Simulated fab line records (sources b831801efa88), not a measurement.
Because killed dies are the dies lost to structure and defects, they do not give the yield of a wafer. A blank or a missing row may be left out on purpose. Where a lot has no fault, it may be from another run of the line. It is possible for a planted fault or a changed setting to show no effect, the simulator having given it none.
fab line records	flow sky130
record: lots: 6	wafers: 18	last_day: 49
route steps=708 shown SD_N@344 SD_P@359 RES_XHIGH@360 PAD_OPEN@708
lots that met no fault: from a run of the same line without faults
start_h: start of the lot's first displayed wafer, in hours after the record's first day	wait_h: how many hours have passed since the lot's step before this one	" repeats the value in the row above	L1.1+2: a row that stands for several wafers	- either no value or no given start	* or withheld: withheld	< > ~ a bound
route shown NAME@n: names a module that has steps shown in the file, with the first one's number in the route	usual: mean/standard deviation of fault-free wafers	same: alike in all rows	chamber/n: place in a boat	sites: readings site by site	_std_site: standard deviation across them	_edge_site: mean of outer sites minus mean of inner sites	radius_mm: for every site, how far away it sits from the centre of the wafer	mask NAME#n: copy n	behind: the last tool/chamber to shape the wafer	hold: why the lot was held/for how many hours/how that ended	device: transistor that didn't switch, given as n, p or np	end of line: tests run on the same wafers once the route is complete	where a step has no rows: the recipe by itself	killed: dies that structure and defects cost at the first sort, which is not the same as the wafer's yield	map: shows each die of a wafer: x if killed, . if not, _ if none is there
set.NAME: setting as actually run; set.NAME@STEP: the setting as run at that earlier step	model.NAME: the simulator's own value behind a step, which no gauge read
lots at selected steps of the route; one table per step, one row per wafer
services: the hour from which a tool's chamber was out of use, counted from the record's first day as start_h (under 0 if before that day), plus the number of hours and why
== steps ==
step: SKY_SD_N_COAT_02
recipe: resist: NOVOLAK	spin_rpm: 3000	resist_thk_nm: 1140
step: SKY_SD_N_SOFTBAKE_03
recipe: temp_c: 90	time_s: 60	resist: NOVOLAK
step: SKY_SD_N_EXPOSE_04
recipe: mask_id: NSDM	na: 0.6	source_shape: conventional	sigma_outer: 0.6	polarization: unpolarized	target_cd_nm: 380	dose_mj: 141
step: SKY_SD_N_PEB_05
recipe: temp_c: withheld	time_s: *	resist: NOVOLAK
step: SKY_SD_N_DEVELOP_06
recipe: resist: NOVOLAK	developer: TMAH	develop_time_s: 60	dev_temp_c: 23
step: SKY_SD_N_CD_MEAS_07
recipe: target_cd_nm: 380
usual: cd_nm: 378.5/2.8
lot.wafer	tool	chamber	start_h	wait_h	cd_nm
L108.2	cd_sem-01	-	684.75	0.1	380.5
L108.3	"	-	"	"	379.2
L108.4	"	-	"	"	380.0
L115.1	cd_sem-02	-	739.48	0.1	380.1
L115.3	"	-	"	"	380.1
L115.6	"	-	"	"	378.7
L116.2	cd_sem-02	-	746.78	0.1	377.7
L116.5	"	-	"	"	377.6
L116.6	"	-	"	"	377.9
L118.1	cd_sem-01	-	760.16	0.1	378.7
L118.2	"	-	"	"	376.1
L118.4	"	-	"	"	378.5
L121.1	cd_sem-02	-	786.54	0.1	373.9
L121.2	"	-	"	"	376.3
L121.3	"	-	"	"	377.1
L123.1	cd_sem-01	-	797.87	0.1	376.6
L123.4	"	-	"	"	378.2
L123.6	"	-	"	"	375.7
step: SKY_SD_N_OVL_MEAS_08
usual: SD_N_OVL: -0.1/1.3
lot.wafer	tool	chamber	start_h	wait_h	SD_N_OVL[nm]
L108.2	overlay-02	-	684.86	0.1	-1.9
L108.3	"	-	"	"	-0.2
L108.4	"	-	"	"	-2.3
L115.1	overlay-02	-	739.60	0.1	2.4
L115.3	"	-	"	"	1.4
L115.6	"	-	"	"	0.4
L116.2	overlay-02	-	746.89	0.1	0.0
L116.5	"	-	"	"	-0.2
L116.6	"	-	"	"	-0.6
L118.1	overlay-01	-	760.28	0.1	2.5
L118.2	"	-	"	"	0.3
L118.4	"	-	"	"	1.0
L121.1	overlay-02	-	786.66	0.1	1.6
L121.2	"	-	"	"	0.6
L121.3	"	-	"	"	0.7
L123.1	overlay-02	-	797.99	0.1	0.6
L123.4	"	-	"	"	2.0
L123.6	"	-	"	"	1.4
step: SKY_SD_N_IMPLANT_09
recipe: species: As	energy_kev: 50	dose_cm2: 4e+15	tilt_deg: 0
step: SKY_SD_N_IMPLANT_10
recipe: species: P	energy_kev: 20	dose_cm2: 1e+14	tilt_deg: 0
step: SKY_SD_N_STRIP_11
recipe: chemistry: O2/N2	power_w: 1400	pressure_mtorr: 1500	platen_temp_c: withheld	o2_flow_sccm: 3000	n2_flow_sccm: 300	overash_fraction: 0.5
usual: drypump_motor_current_A: 5.6/0.62	o2_flow_sccm: 3000/9.7	oes_product_au: 0.527/0.0043	strip_time_to_endpoint_s: 22.57/0.044
lot.wafer	tool	chamber	start_h	wait_h	drypump_motor_current_A	o2_flow_sccm	oes_product_au	rf_hours_counter_h	strip_time_to_endpoint_s
L108.2	plasma_asher-01	0	685.19	0.1	4.9	3003	0.521	54	22.58
L108.3	"	0	"	"	4.9	3001	0.524	-	22.54
L108.4	"	1	"	"	5.6	2979	0.524	-	22.62
L115.1	plasma_asher-03	0	739.94	0.1	6.5	3001	0.531	95	22.57
L115.3	"	0	"	"	6.5	3000	0.528	-	22.53
L115.6	"	0	"	"	6.5	3003	0.529	-	22.57
L116.2	plasma_asher-02	1	747.22	0.1	5.5	3007	0.524	0	22.54
L116.5	"	1	"	"	5.5	3000	0.529	-	22.55
L116.6	"	0	"	"	6.5	3014	0.526	-	22.51
L118.1	plasma_asher-02	1	760.62	0.1	5.5	3010	0.522	2	22.55
L118.2	"	0	"	"	6.4	3020	0.534	2	22.54
L118.4	"	1	"	"	5.5	2999	0.527	-	22.56
L121.1	plasma_asher-01	1	786.99	0.1	5.6	2996	0.530	64	22.59
L121.2	"	0	"	"	4.9	3000	0.528	64	22.53
L121.3	"	1	"	"	5.6	3000	0.528	-	22.58
L123.1	plasma_asher-01	0	798.33	0.1	4.9	2987	0.528	66	22.49
L123.4	"	1	"	"	5.6	2998	0.532	-	22.51
L123.6	"	0	"	"	4.9	3004	0.522	-	22.54
step: SKY_SD_N_TW_MEAS_12
usual: SD_N_TW: 3998/31
lot.wafer	tool	chamber	start_h	wait_h	SD_N_TW
L108.2	film_metro-02	-	685.30	0.1	3971
L108.3	"	-	"	"	3961
L108.4	"	-	"	"	3967
L115.1	film_metro-04	-	740.04	0.1	4049
L115.3	"	-	"	"	4050
L115.6	"	-	"	"	4062
L116.2	film_metro-03	-	747.33	0.1	3972
L116.5	"	-	"	"	3983
L116.6	"	-	"	"	3977
L118.1	film_metro-04	-	760.72	0.1	4081
L118.2	"	-	"	"	4063
L118.4	"	-	"	"	4077
L121.1	film_metro-04	-	787.09	0.1	4000
L121.2	"	-	"	"	4012
L121.3	"	-	"	"	4008
L123.1	film_metro-04	-	798.43	0.1	4006
L123.4	"	-	"	"	4043
L123.6	"	-	"	"	4037
step: SKY_SD_N_CLEAN_13
recipe: chemistry: SC1/SC2	mix: 1:4:20	temp_c: 70	time_s: 150	dry: n2_spin
step: SKY_SD_N_RTA_14
recipe: temp_c: 1075	time_s: 2	idle_temp_c: 650	ramp_up_c_per_s: 150	ramp_down_c_per_s: 90	ambient: N2
usual: lamp_power_pct: 15.73/0.052	wafer_temp_C_max: 1078.0/1.2
lot.wafer	tool	chamber	start_h	wait_h	lamp_power_pct	wafer_temp_C_max
L108.2	rtp_anneal-01	0	685.41	0.0	15.68	1076.0
L108.3	"	0	"	"	15.74	1077.4
L108.4	"	0	"	"	15.75	1078.9
L115.1	rtp_anneal-02	0	740.16	0.0	15.76	1078.8
L115.3	"	0	"	"	15.72	1080.5
L115.6	"	0	"	"	15.70	1076.7
L116.2	rtp_anneal-01	0	747.44	0.0	15.11	1078.7
L116.5	"	0	"	"	15.08	1077.5
L116.6	"	0	"	"	14.98	1076.9
L118.1	rtp_anneal-01	0	760.83	0.0	15.05	1077.0
L118.2	"	0	"	"	15.11	1078.4
L118.4	"	0	"	"	15.14	1080.0
L121.1	rtp_anneal-02	0	787.20	0.0	15.78	1076.7
L121.2	"	0	"	"	15.87	1077.4
L121.3	"	0	"	"	15.72	1077.4
L123.1	rtp_anneal-02	0	798.54	0.0	15.81	1076.5
L123.4	"	0	"	"	15.76	1078.7
L123.6	"	0	"	"	15.73	1080.0
step: SKY_SD_N_RS_MEAS_16
recipe: thk_meas_gauge: four-point-probe
usual: SD_N_RS: 68.63/0.11
lot.wafer	tool	chamber	start_h	wait_h	SD_N_RS[ohm/sq]
L108.2	film_metro-03	-	685.59	0.1	68.62
L108.3	"	-	"	"	68.63
L108.4	"	-	"	"	68.66
L115.1	film_metro-03	-	740.38	0.1	68.64
L115.3	"	-	"	"	68.66
L115.6	"	-	"	"	68.59
L116.2	film_metro-04	-	747.63	0.1	71.57
L116.5	"	-	"	"	71.64
L116.6	"	-	"	"	71.57
L118.1	film_metro-02	-	761.00	0.1	71.36
L118.2	"	-	"	"	71.28
L118.4	"	-	"	"	71.33
L121.1	film_metro-03	-	787.37	0.1	68.81
L121.2	"	-	"	"	68.69
L121.3	"	-	"	"	68.80
L123.1	film_metro-03	-	798.71	0.1	68.70
L123.4	"	-	"	"	68.72
L123.6	"	-	"	"	68.68
step: SKY_SD_N_RS_MEAS_17
recipe: thk_meas_gauge: four-point-probe
usual: SD_P_RS: 147.5/0.37
lot.wafer	tool	chamber	start_h	wait_h	SD_P_RS[ohm/sq]
L108.2	film_metro-03	-	685.71	0.1	147.5
L108.3	"	-	"	"	147.8
L108.4	"	-	"	"	147.5
L115.1	film_metro-03	-	740.50	0.1	147.3
L115.3	"	-	"	"	147.3
L115.6	"	-	"	"	147.8
L116.2	film_metro-04	-	747.75	0.1	164.5
L116.5	"	-	"	"	164.3
L116.6	"	-	"	"	164.6
L118.1	film_metro-02	-	761.12	0.1	163.5
L118.2	"	-	"	"	163.4
L118.4	"	-	"	"	163.8
L121.1	film_metro-03	-	787.49	0.1	147.8
L121.2	"	-	"	"	147.8
L121.3	"	-	"	"	147.8
L123.1	film_metro-03	-	798.83	0.1	148.0
L123.4	"	-	"	"	148.1
L123.6	"	-	"	"	147.2
step: SKY_SD_N_RS_MEAS_18
recipe: thk_meas_gauge: four-point-probe
usual: RES_XHIGH_RS: 333.6/1.1
lot.wafer	tool	chamber	start_h	wait_h	RES_XHIGH_RS[ohm/sq]
L108.2	film_metro-03	-	685.83	0.1	331.6
L108.3	"	-	"	"	332.7
L108.4	"	-	"	"	332.1
L115.1	film_metro-03	-	740.62	0.1	333.5
L115.3	"	-	"	"	333.6
L115.6	"	-	"	"	335.3
L116.2	film_metro-04	-	747.87	0.1	336.9
L116.5	"	-	"	"	337.0
L116.6	"	-	"	"	336.8
L118.1	film_metro-02	-	761.24	0.1	333.3
L118.2	"	-	"	"	334.0
L118.4	"	-	"	"	332.4
L121.1	film_metro-03	-	787.61	0.1	333.5
L121.2	"	-	"	"	333.3
L121.3	"	-	"	"	331.7
L123.1	film_metro-03	-	798.95	0.1	333.3
L123.4	"	-	"	"	334.0
L123.6	"	-	"	"	334.2
step: SKY_PAD_OPEN_PROBE_99
usual: killed_at_M0_to_M3: 42/7.2	killed_at_M4_up: 3.4/2.1	killed_at_contacts: 24/5.4	killed_at_front_end: 15/4	killed_at_other: 0.3/0.53	killed_dies: 85/8.8	killed_open: 47/6.7	killed_short: 38/6.5
same: gross_dies: 492	killed_at_back_side: 0
lot.wafer	tool	chamber	start_h	wait_h	killed_at_M0_to_M3	killed_at_M4_up	killed_at_contacts	killed_at_front_end	killed_at_other	killed_dies	killed_open	killed_short	model.etest.res_xhigh_po.line_ohm_um	model.etest.res_xhigh_po.rs_ohm_sq	model.etest.pfet_01v8.r_on_ohm_um	model.etest.tip_p.rs_ohm_sq	model.etest.res_pdiff.line_ohm_um	model.etest.res_high_po.line_ohm_um	model.etest.licon_high_po.rc_ohm	model.etest.tip_p_5v.rs_ohm_sq
L108.2	prober-02	-	1105.55	0.1	43	2	14	13	0	72	40	32	5679	1982	3090	6926	1342	755.9	344.5	2823
L108.3	prober-02	-	1105.60	0.2	39	1	21	17	0	78	38	40	5690	2006	3076	6930	1413	752.2	368.9	2820
L108.4	prober-02	-	1105.65	0.2	31	4	21	18	0	74	39	34	5637	2011	3071	6921	1381	756.9	368	2840
L115.1	prober-01	-	1142.95	0.1	48	3	37	9	0	97	56	41	5849	2039	2916	6969	1358	765.5	372.1	2886
L115.3	prober-01	-	1143.05	0.2	43	0	18	11	0	72	40	32	5591	1981	3012	6978	1434	755.2	348.8	2881
L115.6	prober-01	-	1143.20	0.2	37	5	33	13	0	88	51	37	5808	2008	2963	6945	1460	762.1	362.4	2872
L116.2	prober-02	-	1149.35	0.1	44	1	29	20	0	94	47	47	7113	2466	3064	6964	1518	885.6	481	2894
L116.5	prober-02	-	1149.50	0.2	36	1	35	14	0	86	49	37	7023	2451	3022	7012	1572	888.5	464.1	2891
L116.6	prober-02	-	1149.55	0.2	29	4	18	17	0	68	38	29	6852	2429	3079	6938	1523	872	486.5	2908
L118.1	prober-02	-	1161.16	0.1	40	2	27	15	0	84	50	31	6481	2295	3086	6956	1523	846.3	447.1	2902
L118.2	prober-02	-	1161.21	0.1	36	0	21	12	1	70	31	38	6774	2309	3065	6998	1536	852.1	431.2	2897
L118.4	prober-02	-	1161.31	0.2	36	7	23	17	0	83	42	39	6502	2239	3078	6977	1615	849.1	434.7	2894
L121.1	prober-01	-	1176.48	0.1	51	6	15	23	0	95	52	42	5570	1943	2760	6808	1412	762.7	353.1	2819
L121.2	prober-01	-	1176.53	0.1	48	3	22	18	0	91	53	36	5732	2014	2860	6814	1362	756.1	371.1	2820
L121.3	prober-01	-	1176.58	0.2	35	8	18	20	0	81	52	29	5653	1962	2740	6784	1397	753.8	361.4	2796
L123.1	prober-02	-	1181.75	0.1	40	1	28	19	0	88	53	35	5459	1933	2949	6922	1442	743.6	354.1	2849
L123.4	prober-02	-	1181.90	0.2	33	3	21	11	0	68	46	21	5495	1960	2992	6869	1400	731.4	341.5	2857
L123.6	prober-02	-	1182.00	0.2	45	4	25	17	0	91	46	45	5424	1883	2953	6898	1408	723.7	347.4	2861
killed by level:class
L108.2 VIA1:geometric_particle:open=7 VIA3:geometric_particle:open=7 METAL1:geometric_particle:short=6 VIA2:geometric_particle:open=6 POLY_GATE:geometric_particle:short=5 CONTACT:geometric_particle:open=5 FIELD_ISO:geometric_particle:open=4 VIA2:geometric_particle:short=4
L108.3 METAL2:geometric_particle:short=9 VIA3:geometric_particle:open=8 POLY_GATE:geometric_particle:short=6 LI_CONTACT:geometric_particle:open=6 CONTACT:geometric_particle:short=6 METAL1:geometric_particle:short=5 POLY_GATE:geometric_particle:open=4 CONTACT:geometric_particle:open=4
L108.4 CONTACT:geometric_particle:open=8 POLY_GATE:geometric_particle:short=7 VIA2:geometric_particle:open=6 VIA3:geometric_particle:open=6 POLY_GATE:geometric_particle:open=5 VIA1:geometric_particle:open=5 LOCAL_INTERCONNECT:geometric_particle:short=5 VIA1:geometric_particle:short=5
L115.1 VIA1:geometric_particle:open=14 CONTACT:geometric_particle:open=11 LI_CONTACT:geometric_particle:open=10 VIA2:geometric_particle:open=8 CONTACT:geometric_particle:short=7 METAL2:geometric_particle:short=7 VIA3:geometric_particle:open=6 LOCAL_INTERCONNECT:geometric_particle:short=5
L115.3 VIA1:geometric_particle:open=9 CONTACT:geometric_particle:open=8 METAL2:geometric_particle:short=7 LI_CONTACT:geometric_particle:open=6 METAL1:geometric_particle:short=5 VIA3:geometric_particle:short=5 VIA1:geometric_particle:short=4 FIELD_ISO:geometric_particle:open=3
L115.6 LI_CONTACT:geometric_particle:open=12 VIA1:geometric_particle:open=12 CONTACT:geometric_particle:open=9 METAL1:geometric_particle:short=6 CONTACT:geometric_particle:short=5 FIELD_ISO:geometric_particle:open=4 LOCAL_INTERCONNECT:geometric_particle:short=4 METAL2:geometric_particle:short=4
L116.2 METAL1:geometric_particle:short=14 CONTACT:geometric_particle:open=13 VIA1:geometric_particle:open=10 LI_CONTACT:geometric_particle:open=6 FIELD_ISO:geometric_particle:short=4 FIELD_ISO:geometric_particle:open=4 POLY_GATE:geometric_particle:short=4 LI_CONTACT:geometric_particle:short=4
L116.5 LI_CONTACT:geometric_particle:open=12 CONTACT:geometric_particle:open=10 VIA1:geometric_particle:open=9 VIA3:geometric_particle:open=6 FIELD_ISO:geometric_particle:short=5 CONTACT:geometric_particle:short=5 POLY_GATE:geometric_particle:short=4 LOCAL_INTERCONNECT:geometric_particle:short=4
L116.6 VIA1:geometric_particle:open=9 LI_CONTACT:geometric_particle:open=6 CONTACT:geometric_particle:open=5 VIA2:geometric_particle:open=5 FIELD_ISO:geometric_particle:short=4 POLY_GATE:geometric_particle:open=4 LI_CONTACT:geometric_particle:short=4 METAL4:geometric_particle:short=4
L118.1 VIA1:geometric_particle:open=14 CONTACT:geometric_particle:open=11 LI_CONTACT:geometric_particle:open=8 METAL1:geometric_particle:short=6 VIA1:geometric_particle:short=5 SPACER:geometric_particle:short=4 FIELD_ISO:geometric_particle:open=3 POLY_GATE:geometric_particle:short=3
L118.2 CONTACT:geometric_particle:open=8 CONTACT:geometric_particle:short=6 METAL1:geometric_particle:short=5 VIA1:geometric_particle:open=5 VIA2:geometric_particle:open=5 VIA2:geometric_particle:short=4 LI_CONTACT:geometric_particle:open=4 VIA1:geometric_particle:short=4
L118.4 VIA1:geometric_particle:open=10 VIA3:geometric_particle:open=8 CONTACT:geometric_particle:open=6 METAL4:geometric_particle:short=6 FIELD_ISO:geometric_particle:short=5 CONTACT:geometric_particle:short=5 METAL1:geometric_particle:short=4 LI_CONTACT:geometric_particle:open=4
L121.1 VIA2:geometric_particle:open=8 FIELD_ISO:geometric_particle:open=7 METAL2:geometric_particle:short=7 VIA1:geometric_particle:open=7 POLY_GATE:geometric_particle:open=6 VIA3:geometric_particle:open=6 CONTACT:geometric_particle:open=5 VIA3:geometric_particle:short=5
L121.2 VIA1:geometric_particle:open=15 METAL1:geometric_particle:short=10 VIA3:geometric_particle:open=9 LI_CONTACT:geometric_particle:open=8 FIELD_ISO:geometric_particle:open=6 CONTACT:geometric_particle:short=5 POLY_GATE:geometric_particle:open=4 CONTACT:geometric_particle:open=4
L121.3 LI_CONTACT:geometric_particle:open=9 VIA1:geometric_particle:open=8 VIA3:geometric_particle:open=8 POLY_GATE:geometric_particle:open=6 METAL2:geometric_particle:short=5 METAL4:geometric_particle:short=5 VIA2:geometric_particle:open=5 METAL3:geometric_particle:short=5
L123.1 VIA1:geometric_particle:open=12 CONTACT:geometric_particle:open=10 FIELD_ISO:geometric_particle:open=8 LI_CONTACT:geometric_particle:open=6 METAL2:geometric_particle:short=5 VIA1:geometric_particle:short=5 VIA2:geometric_particle:open=5 LI_CONTACT:geometric_particle:short=4
L123.4 VIA1:geometric_particle:open=14 POLY_GATE:geometric_particle:open=7 VIA3:geometric_particle:open=7 CONTACT:geometric_particle:short=6 LI_CONTACT:geometric_particle:open=5 CONTACT:geometric_particle:open=5 LOCAL_INTERCONNECT:geometric_particle:short=3 METAL2:geometric_particle:short=3
L123.6 LI_CONTACT:geometric_particle:open=9 VIA2:geometric_particle:open=9 VIA1:geometric_particle:open=8 VIA1:geometric_particle:short=7 FIELD_ISO:geometric_particle:short=5 LOCAL_INTERCONNECT:geometric_particle:short=4 CONTACT:geometric_particle:open=4 CONTACT:geometric_particle:short=4
== services ==
tool	chamber	start_h	hours	kind
plasma_asher-02	-	696.02	2.2	repair
plasma_asher-02	-	733.75	9.0	pm
plasma_asher-02	0	733.75	9.0	vent_cycle
plasma_asher-02	1	733.75	9.0	vent_cycle
plasma_asher-02	0	742.75	-	clean
plasma_asher-02	1	742.75	-	clean
== key ==
first_sign: step: SKY_SD_N_RTA_14	reading: lamp_power_pct	direction: down	sigmas: 13	usual: 15.73	struck: 15.08
effect: step: SKY_SD_N_RS_MEAS_16	reading: SD_N_RS	direction: up	sigmas: 26	usual: 68.63	struck: 71.46
effect: step: SKY_SD_N_RS_MEAS_17	reading: SD_P_RS	direction: up	sigmas: 45	usual: 147.5	struck: 164.0
model_effect: step: SKY_PAD_OPEN_PROBE_99	value: etest.res_xhigh_po.line_ohm_um	without: 5656	struck: 6791
met_at SKY_SD_N_RTA_14
struck_wafers L116.2,L116.5,L116.6,L118.1,L118.2,L118.4
tester_left_out L116,L118
onset_between 685.41 747.44
fault: kind: process_parameter_drift	tool: rtp_anneal-01	chamber: -	onset_h: 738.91	steps: SKY_SD_N_RTA_14	channel: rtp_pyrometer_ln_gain	offset: 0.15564	shape: step	end_h: 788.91
tester_left_out: of these lots the tester's yield and bins aren't shown, on N5 and GAA mostly nor the transistor test; their killed dies are dies lost to structure and defects alone, not to doping, threshold or leakage, so they don't give the yield
